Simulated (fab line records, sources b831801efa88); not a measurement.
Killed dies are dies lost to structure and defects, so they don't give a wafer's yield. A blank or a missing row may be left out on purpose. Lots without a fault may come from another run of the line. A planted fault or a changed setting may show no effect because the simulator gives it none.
fab line records | flow gf180mcu
record lots=13 wafers=39 last_day=34
route steps=602 shown STI@13 VT_IMPLANT@99 PSD@263
lots that met no fault: from a run of the same line without faults
start_h: hours from the record's first day to the start of the lot's first wafer shown | wait_h: hours since the lot's step before | " the same as in the row above | L1.1+2: a row that stands for several wafers | - no value, or no start given | * or withheld: withheld | < > ~ a bound
route shown NAME@n: a module of which the file shows steps, and the number in the route of the first | usual: mean/standard deviation of fault-free wafers | same: alike in all rows | chamber/n: place in a boat | sites: the reading at each site | _std_site: their standard deviation | _edge_site: outer sites' mean less inner sites' | radius_mm: how far each site lies from the wafer's centre | mask NAME#n: copy n | behind: the tool/chamber that last shaped the wafer | hold: why the lot was held/for how many hours/how that ended | device: the transistor (n, p or np) that didn't switch | end of line: the same wafers' tests at the end of the route | a step without rows: its recipe alone | killed: dies lost to structure and defects at the first sort, not the wafer's yield | map: a wafer's dies, x killed, . not, _ none there
set.NAME: the setting as run; set.NAME@STEP: as run at that earlier step | model.NAME: the simulator's own value behind a step, which no gauge read
steps of the route over a sample of lots; a table a step, a row a wafer
services: from which hour (start_h, from the record's first day; less than 0 if before it) a tool's chamber was out of use, for how many hours, and why
## steps
# step GF_STI_CD_MEAS_12
# recipe target_cd_nm=220
# usual cd_nm=219.6/1.2
# columns lot.wafer tool chamber start_h wait_h cd_nm
L604.4 cd_sem-02 - 25.22 0.1 218.5
L604.5 " - " " 219.0
L604.6 " - " " 220.2
L607.3 cd_sem-02 - 41.20 0.1 220.4
L607.4 " - " " 220.1
L607.6 " - " " 220.7
L608.3 cd_sem-02 - 46.12 0.1 218.7
L608.5 " - " " 220.1
L608.6 " - " " 220.4
L609.3 cd_sem-02 - 50.50 0.1 222.8
L609.5 " - " " 221.4
L609.6 " - " " 222.3
L610.1 cd_sem-02 - 57.51 0.1 219.3
L610.3 " - " " 219.5
L610.6 " - " " 219.6
L614.1 cd_sem-01 - 76.38 0.1 220.1
L614.5 " - " " 219.9
L614.6 " - " " 220.6
L616.1 cd_sem-01 - 87.86 0.1 220.0
L616.4 " - " " 220.0
L616.5 " - " " 219.9
L620.3 cd_sem-01 - 108.57 0.1 219.8
L620.4 " - " " 220.2
L620.5 " - " " 219.6
L621.1 cd_sem-02 - 113.43 0.1 217.8
L621.2 " - " " 219.0
L621.4 " - " " 218.2
L624.2 cd_sem-01 - 129.45 0.1 219.8
L624.4 " - " " 221.5
L624.5 " - " " 220.7
L625.2 cd_sem-01 - 133.13 0.1 218.7
L625.4 " - " " 219.5
L625.5 " - " " 218.1
L626.3 cd_sem-02 - 139.75 0.1 218.9
L626.4 " - " " 219.4
L626.6 " - " " 218.8
L627.1 cd_sem-01 - 143.66 0.1 216.0
L627.3 " - " " 216.6
L627.4 " - " " 217.4
# step GF_VT_IMPLANT_STRIP_09
# recipe chemistry=O2/N2 power_w=1400 pressure_mtorr=1500 platen_temp_c=250 o2_flow_sccm=3000 n2_flow_sccm=300 overash_fraction=0.5
# usual drypump_motor_current_A=5.7/0.41 heater_power_w=354/18 n2_flow_sccm=300.0/0.93 oes_product_au=0.715/0.0046 strip_time_to_endpoint_s=12.627/0.027
# same overash_fraction=0.5
# columns lot.wafer tool chamber start_h wait_h drypump_motor_current_A heater_power_w n2_flow_sccm oes_product_au rf_hours_counter_h strip_time_to_endpoint_s
L604.4 plasma_asher-02 0 109.93 0.1 6.3 345 299.1 0.705 - 12.622
L604.5 " 1 " " 5.6 361 300.2 0.722 - 12.651
L604.6 " 0 " " 6.2 345 299.9 0.721 - 12.626
L607.3 plasma_asher-03 0 131.96 0.1 5.8 337 299.8 0.711 - 12.631
L607.4 " 1 " " 5.9 354 300.1 0.715 - 12.650
L607.6 " 0 " " 5.7 357 299.0 0.717 - 12.666
L608.3 plasma_asher-03 0 135.18 0.1 5.8 339 298.2 0.713 - 12.628
L608.5 " 1 " " 5.9 347 299.2 0.715 - 12.626
L608.6 " 0 " " 5.8 347 299.1 0.718 - 12.638
L609.3 plasma_asher-03 1 139.58 0.1 5.9 348 299.2 0.718 - 12.649
L609.5 " 1 " " 5.9 343 301.0 0.718 - 12.656
L609.6 " 0 " " 5.8 350 299.1 0.717 - 12.648
L610.1 plasma_asher-02 0 148.49 0.1 6.2 340 300.5 0.719 50 12.646
L610.3 " 0 " " 6.2 343 301.0 0.711 - 12.647
L610.6 " 1 " " 5.6 357 299.9 0.714 - 12.635
L614.1 plasma_asher-03 1 172.88 0.1 5.9 356 300.0 0.714 6 12.624
L614.5 " 0 " " 5.8 352 299.2 0.713 - 12.620
L614.6 " 1 " " 5.9 340 298.1 0.714 - 12.601
L616.1 plasma_asher-04 1 185.90 0.1 5.7 393 297.5 0.710 39 12.626
L616.4 " 0 " " 4.8 339 299.0 0.718 - 12.593
L616.5 " 1 " " 5.7 396 297.4 0.718 - 12.585
L620.3 plasma_asher-04 1 208.88 0.1 5.7 391 300.7 0.720 - 12.669
L620.4 " 0 " " 4.8 339 299.5 0.714 - 12.688
L620.5 " 1 " " 5.7 389 299.8 0.717 - 12.676
L621.1 plasma_asher-04 0 216.49 0.1 4.8 331 299.6 0.721 42 12.645
L621.2 " 1 " " 5.7 390 301.2 0.718 42 12.650
L621.4 " 1 " " 5.7 408 301.1 0.714 - 12.662
L624.2 plasma_asher-03 0 233.79 0.1 5.8 348 300.6 0.703 13 12.636
L624.4 " 1 " " 6.0 353 300.9 0.712 - 12.629
L624.5 " 0 " " 5.7 349 301.5 0.712 - 12.612
L625.2 plasma_asher-02 1 238.44 0.1 5.6 364 298.2 0.715 58 12.636
L625.4 " 1 " " 5.6 360 299.2 0.717 - 12.613
L625.5 " 1 " " 5.6 371 299.7 0.711 - 12.633
L626.3 plasma_asher-04 1 246.41 0.1 5.7 406 299.3 0.711 - 12.570
L626.4 " 0 " " 4.8 330 298.8 0.715 - 12.597
L626.6 " 1 " " 5.7 397 300.6 0.711 - 12.615
L627.1 plasma_asher-03 0 251.17 0.1 5.7 344 298.3 0.717 15 12.594
L627.3 " 0 " " 5.7 356 300.0 0.715 - 12.577
L627.4 " 1 " " 5.9 359 300.1 0.716 - 12.593
# step GF_VT_IMPLANT_IMPLANT_41
# recipe species=As energy_kev=70 dose_cm2=1.013e+12 tilt_deg=7
# usual beam_energy_keV=69.999/0.021
# columns lot.wafer tool chamber start_h wait_h beam_energy_keV
L604.4 implanter-04 0 156.72 0.1 69.985
L604.5 " 0 " " 70.007
L604.6 " 0 " " 70.021
L607.3 implanter-04 0 180.20 0.1 69.999
L607.4 " 0 " " 69.990
L607.6 " 0 " " 69.989
L608.3 implanter-02 0 182.90 0.1 70.045
L608.5 " 0 " " 70.005
L608.6 " 0 " " 70.019
L609.3 implanter-02 0 189.00 0.1 70.008
L609.5 " 0 " " 69.968
L609.6 " 0 " " 69.986
L610.1 implanter-04 0 197.99 0.0 57.885
L610.3 " 0 " " 57.875
L610.6 " 0 " " 57.861
L614.1 implanter-04 0 223.29 0.0 57.903
L614.5 " 0 " " 57.865
L614.6 " 0 " " 57.883
L616.1 implanter-03 0 236.72 0.0 69.957
L616.4 " 0 " " 69.956
L616.5 " 0 " " 69.979
L620.3 implanter-02 0 263.27 0.1 69.978
L620.4 " 0 " " 69.962
L620.5 " 0 " " 70.002
L621.1 implanter-03 0 270.47 0.0 69.993
L621.2 " 0 " " 70.008
L621.4 " 0 " " 69.976
L624.2 implanter-02 0 291.17 0.0 69.983
L624.4 " 0 " " 70.030
L624.5 " 0 " " 70.001
L625.2 implanter-04 0 296.51 0.0 70.030
L625.4 " 0 " " 70.024
L625.5 " 0 " " 70.020
L626.3 implanter-02 0 305.54 0.1 70.022
L626.4 " 0 " " 69.973
L626.6 " 0 " " 69.981
L627.1 implanter-03 0 310.79 0.0 69.989
L627.3 " 0 " " 69.985
L627.4 " 0 " " 69.997
# step GF_VT_IMPLANT_TW_MEAS_43
# usual VT_IMPLANT_4_TW=684/7.7
# columns lot.wafer tool chamber start_h wait_h VT_IMPLANT_4_TW
L604.4 film_metro-01 - 156.92 0.1 680
L604.5 " - " " 677
L604.6 " - " " 680
L607.3 film_metro-04 - 180.42 0.1 696
L607.4 " - " " 692
L607.6 " - " " 695
L608.3 film_metro-03 - 183.12 0.1 678
L608.5 " - " " 678
L608.6 " - " " 677
L609.3 film_metro-03 - 189.22 0.1 679
L609.5 " - " " 678
L609.6 " - " " 682
L610.1 film_metro-03 - 198.24 0.1 644
L610.3 " - " " 640
L610.6 " - " " 647
L614.1 film_metro-04 - 223.54 0.1 657
L614.5 " - " " 654
L614.6 " - " " 658
L616.1 film_metro-03 - 236.97 0.1 684
L616.4 " - " " 681
L616.5 " - " " 680
L620.3 film_metro-03 - 263.49 0.1 681
L620.4 " - " " 677
L620.5 " - " " 683
L621.1 film_metro-01 - 270.72 0.1 683
L621.2 " - " " 682
L621.4 " - " " 681
L624.2 film_metro-03 - 291.40 0.1 678
L624.4 " - " " 675
L624.5 " - " " 676
L625.2 film_metro-04 - 296.75 0.1 691
L625.4 " - " " 694
L625.5 " - " " 695
L626.3 film_metro-03 - 305.76 0.1 678
L626.4 " - " " 681
L626.6 " - " " 678
L627.1 film_metro-04 - 311.04 0.1 693
L627.3 " - " " 698
L627.4 " - " " 693
# step GF_PSD_RS_MEAS_15
# recipe thk_meas_gauge=four-point-probe
# usual PSD_RS=108.64/0.27
# columns lot.wafer tool chamber start_h wait_h PSD_RS[ohm/sq]
L604.4 film_metro-01 - 325.49 0.1 108.64
L604.5 " - " " 108.20
L604.6 " - " " 108.53
L607.3 film_metro-04 - 349.19 0.1 108.89
L607.4 " - " " 108.58
L607.6 " - " " 108.73
L608.3 film_metro-01 - 351.68 0.1 108.72
L608.5 " - " " 108.56
L608.6 " - " " 108.56
L609.3 film_metro-03 - 369.01 0.1 108.91
L609.5 " - " " 108.73
L609.6 " - " " 108.66
L610.1 film_metro-03 - 369.44 0.1 108.46
L610.3 " - " " 108.66
L610.6 " - " " 108.29
L614.1 film_metro-01 - 399.29 0.1 108.64
L614.5 " - " " 108.74
L614.6 " - " " 108.53
L616.1 film_metro-01 - 416.29 0.1 108.28
L616.4 " - " " 108.42
L616.5 " - " " 108.86
L620.3 film_metro-04 - 450.51 0.1 108.77
L620.4 " - " " 108.66
L620.5 " - " " 108.33
L621.1 film_metro-01 - 461.29 0.1 108.47
L621.2 " - " " 108.79
L621.4 " - " " 108.70
L624.2 film_metro-01 - 488.89 0.1 108.97
L624.4 " - " " 109.03
L624.5 " - " " 108.86
L625.2 film_metro-03 - 497.94 0.1 108.42
L625.4 " - " " 108.50
L625.5 " - " " 108.53
L626.3 film_metro-04 - 502.54 0.1 108.60
L626.4 " - " " 109.02
L626.6 " - " " 109.02
L627.1 film_metro-01 - 512.30 0.1 107.69
L627.3 " - " " 108.30
L627.4 " - " " 108.59
## services
# columns tool chamber start_h hours kind
implanter-04 - 99.28 6.6 repair
plasma_asher-03 - 108.75 9.0 pm
plasma_asher-03 0 108.75 9.0 vent_cycle
plasma_asher-03 1 108.75 9.0 vent_cycle
plasma_asher-03 0 117.75 - clean
plasma_asher-03 1 117.75 - clean
implanter-04 - 159.73 9.1 repair
plasma_asher-02 - 167.28 0.5 repair
plasma_asher-03 - 174.64 1.2 repair
implanter-04 - 182.63 2.4 pm
plasma_asher-02 - 209.82 14.6 pm
implanter-04 - 229.40 1.2 repair
plasma_asher-02 - 230.22 5.5 repair
plasma_asher-02 - 261.83 4.0 pm
implanter-04 - 266.97 2.4 repair
plasma_asher-04 - 274.51 2.8 pm
implanter-03 - 280.95 0.8 repair
implanter-02 - 296.93 3.4 repair
## key
first_sign step=GF_VT_IMPLANT_IMPLANT_41 reading=beam_energy_keV direction=down sigmas=99+ usual=69.999 struck=57.879
effect step=GF_VT_IMPLANT_TW_MEAS_43 reading=VT_IMPLANT_4_TW direction=down sigmas=4.4 usual=684 struck=650
met_at GF_VT_IMPLANT_IMPLANT_41
struck_lots L610,L614
tester_left_out L610,L614
not_acting_at GF_STI_CD_MEAS_12,GF_VT_IMPLANT_STRIP_09,GF_PSD_RS_MEAS_15
onset_between 180.20 197.99
fault kind=process_parameter_drift tool=implanter-04 chamber=- onset_h=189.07 steps=GF_VT_IMPLANT_IMPLANT_41 channel=energy_kev offset=-12.113 shape=step end_h=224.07 acts_in=these_recipes_only stated=70
# tester_left_out: of these lots the tester's yield and bins aren't shown, on N5 and GAA mostly nor the transistor test; their killed dies are dies lost to structure and defects alone, not to doping, threshold or leakage, so they don't give the yield
